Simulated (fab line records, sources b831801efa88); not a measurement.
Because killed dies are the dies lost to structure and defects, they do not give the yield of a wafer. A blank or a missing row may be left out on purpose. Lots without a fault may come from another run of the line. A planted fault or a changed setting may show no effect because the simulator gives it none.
Comparing a struck lot with a sound one / flow sky130 / 19 steps out of a route of 708
Sound: wafers L816.1, L816.2, L816.6. Struck: wafer L819.4. (L819.2, L819.6 of the same lot were not struck and are left out.) The cause comes at the end.
Order at every step that has rows: each side's tool, ch and its chambers, its first start. Under that, the readings that differ: sound wafers / struck wafers / difference of the means / sigmas: that difference in standard deviations of wafers without a fault.
alike: readings whose means differ by less than 2 such deviations, and words and numbers that are the same on both sides. not compared: withheld readings, readings that some wafer has no value for, bounds like >300 that may hide the same value, and numbers for which the record gives no deviation and whose values overlap.
A row with sigmas, a row that says differs or no value, or rows on one side alone: a step with any of these is where the two part. Non-overlapping numbers with no deviation appear without sigmas and do not part them. Lack of a reading on every wafer of one side parts them only where that side has two or more wafers.

SKY_METAL2_SPUTTER_00: material Ti, target thk 15 nm, time 10 s.
  sound on pvd-sputter-04 at day 34 16:22; struck on pvd-sputter-02 at day 36 02:58
  alike: throttle-valve-pct
SKY_METAL2_SPUTTER_01: material TiN, target thk 20 nm, time 16.7 s.
  sound on pvd-sputter-04 at day 34 16:23; struck on pvd-sputter-02 at day 36 02:59
  alike: throttle-valve-pct
SKY_METAL2_SPUTTER_02: material AlCu, target thk 250 nm, time 13.3 s.
  sound on pvd-sputter-04 at day 34 16:24; struck on pvd-sputter-02 at day 36 03:01
  alike: throttle-valve-pct
then, 1 step without rows for these wafers: SKY_METAL2_SPUTTER_03 (material Ti, target thk 5 nm, time 3.3 s).
SKY_METAL2_SPUTTER_04: material TiN, target thk 70 nm, time 58.3 s.
  sound on pvd-sputter-04 at day 34 16:27; struck on pvd-sputter-02 at day 36 03:03
  alike: throttle-valve-pct
SKY_METAL2_RS_MEAS_05: a four-point-probe measurement.
  sound on film-metro-01 at day 34 16:30; struck on film-metro-04 at day 36 03:07
reading=METAL2_ALCU_RS (ohm/sq); sound=0.1278 0.1292 0.1291; struck=0.1248; difference=-0.0039; sigmas=-3
SKY_METAL2_THK_MEAS_06: measures by xrf.
  sound on film-metro-01 at day 34 16:37; struck on film-metro-04 at day 36 03:14
reading=METAL2_ALCU_THK (nm); sound=240 241 241; struck=250; difference=+9; sigmas=+3
then, 5 steps without rows for these wafers: SKY_METAL2_DEHYDRATE_07 (time 60 s); SKY_METAL2_HMDS_08 (prime time 60 s); SKY_METAL2_COAT_09 (resist thk 60 nm); SKY_METAL2_COAT_10 (resist thk 450 nm); SKY_METAL2_SOFTBAKE_11 (time 90 s).
SKY_METAL2_EXPOSE_12: exposes mask MM2, target cd 140 nm.
  sound on krf-scanner-02 ch 0, day 35 06:28; struck on krf-scanner-02 ch 0, day 36 15:26
  alike: mask
then, 2 steps without rows for these wafers: SKY_METAL2_PEB_13; SKY_METAL2_DEVELOP_14 (develop time 60 s).
SKY_METAL2_CD_MEAS_15: target cd 140 nm.
  sound on cd-sem-02 at day 35 19:21; struck on cd-sem-02 at day 37 05:02
  not compared: cd-nm
SKY_METAL2_OVL_MEAS_16:
  sound on overlay-02 at day 35 19:28; struck on overlay-02 at day 37 05:09
  not compared: METAL2_OVL
SKY_METAL2_DESCUM_17: chemistry O2, time 8 s.
  sound on rie-metal-02 ch 0, day 35 19:31; struck on rie-metal-04 ch 0, day 37 05:11
reading=drypump-motor-current-A (A); sound=6.3 6.3 6.3; struck=5.6; difference=-0.7; sigmas=-2
  alike: oes-product-au
  not compared: rf-hours-counter-h
-- the record jumps here: 10 days lie between the struck wafers' starts before and after (it left off in module METAL2 and takes up again in module PAD_OPEN, whose first step shown is number 708 of the route) --
SKY_PAD_OPEN_PROBE_99:
  the record has rows for the struck wafers here (prober-01, day 47 11:11) and none for the sound ones

== WHERE THEY PART ==
Earliest at SKY_METAL2_RS_MEAS_05; latest, in this record, at SKY_PAD_OPEN_PROBE_99.

WHY: whatever the simulator had introduced
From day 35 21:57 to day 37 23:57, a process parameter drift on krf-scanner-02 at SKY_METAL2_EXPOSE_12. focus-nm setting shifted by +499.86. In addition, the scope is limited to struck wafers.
